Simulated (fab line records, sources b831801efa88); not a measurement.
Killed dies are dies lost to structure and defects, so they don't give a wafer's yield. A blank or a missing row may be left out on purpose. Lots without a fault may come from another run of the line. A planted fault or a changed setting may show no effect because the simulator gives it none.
Split-lot experiment | flow sfq_line | 5 lots, 23 wafers read, on a route of 325 steps

THE SPLIT
At SFQ_TRILAYER_I1_VIA_LITHO_COAT_049 (resist thk 650 nm), the setting resist_thk_nm was moved away from the recipe's 650 nm on 9 of the 23 wafers read, by -2.0% to +1.7%. The other wafers ran this setting at the recipe's value.

FROM THE SPLIT TO THE READING: what the file shows between them, 1 step
- SFQ_TRILAYER_I1_VIA_BARC_OPEN_VIA_ETCH_071: etches BARC in O2, target depth 125 nm, time 41.7 s (also split here: bias_w)

THE READING
KrF_of_TRILAYER_I1_VIA_LITHO_COAT_049.thk_nm (the simulator's own value, which no gauge read), in nm, at SFQ_TRILAYER_I1_VIA_ETCH_VIA_ETCH_052 (etches SiO2 in CHF3, stops on Nb, target depth 260 nm). The file gives no usual value for it. The 14 wafers here that ran the recipe average 530.7 nm, standard deviation 2.5 nm.

wafer  | tool, chamber at the split | resist_thk_nm as run, nm | against the recipe | KrF_of_TRILAYER_I1_VIA_LITHO_COAT_049.thk_nm, nm | against lot-mates on the recipe
L074.2 | litho_track-01, 0          | 650                      | recipe             | 531.3                                            | -
L074.4 | litho_track-01, 0          | 650                      | recipe             | 527.4                                            | -
L074.5 | litho_track-01, 0          | 650                      | recipe             | 529.8                                            | -
L076.2 | litho_track-01, 0          | 650                      | recipe             | 532.4                                            | -
L076.3 | litho_track-01, 0          | 639.6                    | -1.6%              | 525.4                                            | -5.8
L076.4 | litho_track-01, 0          | 650                      | recipe             | 530.2                                            | -
L076.5 | litho_track-01, 0          | 650                      | recipe             | 530.9                                            | -
L076.6 | litho_track-01, 0          | 639.6                    | -1.6%              | 524.7                                            | -6.5
L078.1 | litho_track-01, 0          | 650                      | recipe             | 529.2                                            | -
L078.2 | litho_track-01, 0          | 650                      | recipe             | 533.3                                            | -
L078.3 | litho_track-01, 0          | 637.1                    | -2.0%              | 518.3                                            | -14.1
L078.4 | litho_track-01, 0          | 637.1                    | -2.0%              | 517.8                                            | -14.6
L078.5 | litho_track-01, 0          | 650                      | recipe             | 534.8                                            | -
L080.2 | litho_track-03, 0          | 650                      | recipe             | 532.4                                            | -
L080.3 | litho_track-03, 0          | 661.1                    | +1.7%              | 543.8                                            | +11.5
L080.4 | litho_track-03, 0          | 661.1                    | +1.7%              | 543.2                                            | +10.9
L080.5 | litho_track-03, 0          | 650                      | recipe             | 533.5                                            | -
L080.6 | litho_track-03, 0          | 650                      | recipe             | 530.9                                            | -
L083.1 | litho_track-01, 0          | 650                      | recipe             | 525.8                                            | -
L083.3 | litho_track-01, 0          | 661                      | +1.7%              | 537.9                                            | +11.1
L083.4 | litho_track-01, 0          | 650                      | recipe             | 527.7                                            | -
L083.5 | litho_track-01, 0          | 661                      | +1.7%              | 535.9                                            | +9.1
L083.6 | litho_track-01, 0          | 661                      | +1.7%              | 538.4                                            | +11.6

THE FIT
A straight line over all 23 wafers: KrF_of_TRILAYER_I1_VIA_LITHO_COAT_049.thk_nm changes by +5.32 nm for each +1% of resist_thk_nm; r = +0.91; the points scatter about the line by 2.7 nm.
The same after taking each lot's own level away (the mean of its wafers on the recipe; 23 wafers): +6.16 nm for each +1%; r = +0.97; scatter 1.9 nm.
On that fit, the largest move of resist_thk_nm shifts the reading by 12 nm.
The lots' own levels span 526.75 to 532.43 nm, that is 2.3 times the standard deviation above.
So the lot-to-lot level changes the slope: the two fits differ.
Check: with one of the wafers moved furthest among these (-2.0%) left out of the fit, the line predicts -11.5 nm for it against its lot-mates. It came out at -14.1 nm against them.

OTHER SPLITS ON THESE WAFERS
These wafers also went through other splits before the reading. Each is held against what the fit with the lots' levels taken away leaves over:
other split on the same wafers                    | wafers away from the commonest value | r with KrF_of_TRILAYER_I1_VIA_LITHO_COAT_049.thk_nm (lot level and that fit taken away)
SFQ_TRILAYER_M1_LITHO_EXPOSE_040 dose_mj          | 10                                   | +0.20
SFQ_TRILAYER_I1_CMP_CMP_046 leave_above_ref_nm    | 8                                    | +0.00
SFQ_TRILAYER_I1_VIA_BARC_OPEN_VIA_ETCH_071 bias_w | 10                                   | -0.13

THE WHOLE CHAIN: every reading that the file lists as answering this split, in the file's order
step                                       | what it does                                          | reading                                                                                       | change (the file's fit)              | r (the file's)
SFQ_TRILAYER_I1_VIA_LITHO_COAT_049         | resist thk 650 nm                                     | KrF_of_TRILAYER_I1_VIA_LITHO_COAT_049.thk_nm (the simulator's own value, which no gauge read) | +6.66 nm for each +1% of the setting | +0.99
SFQ_TRILAYER_I1_VIA_BARC_OPEN_VIA_ETCH_071 | etches BARC in O2, target depth 125 nm, time 41.7 s   | KrF_of_TRILAYER_I1_VIA_LITHO_COAT_049.thk_nm (the simulator's own value, which no gauge read) | +6.26 nm for each +1% of the setting | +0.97
SFQ_TRILAYER_I1_VIA_ETCH_VIA_ETCH_052      | etches SiO2 in CHF3, stops on Nb, target depth 260 nm | KrF_of_TRILAYER_I1_VIA_LITHO_COAT_049.thk_nm (the simulator's own value, which no gauge read) | +6.17 nm for each +1% of the setting | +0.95

THE FILE'S OWN FIT
KrF_of_TRILAYER_I1_VIA_LITHO_COAT_049.thk_nm changes by +6.17 nm for each +1% of resist_thk_nm, r = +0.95.
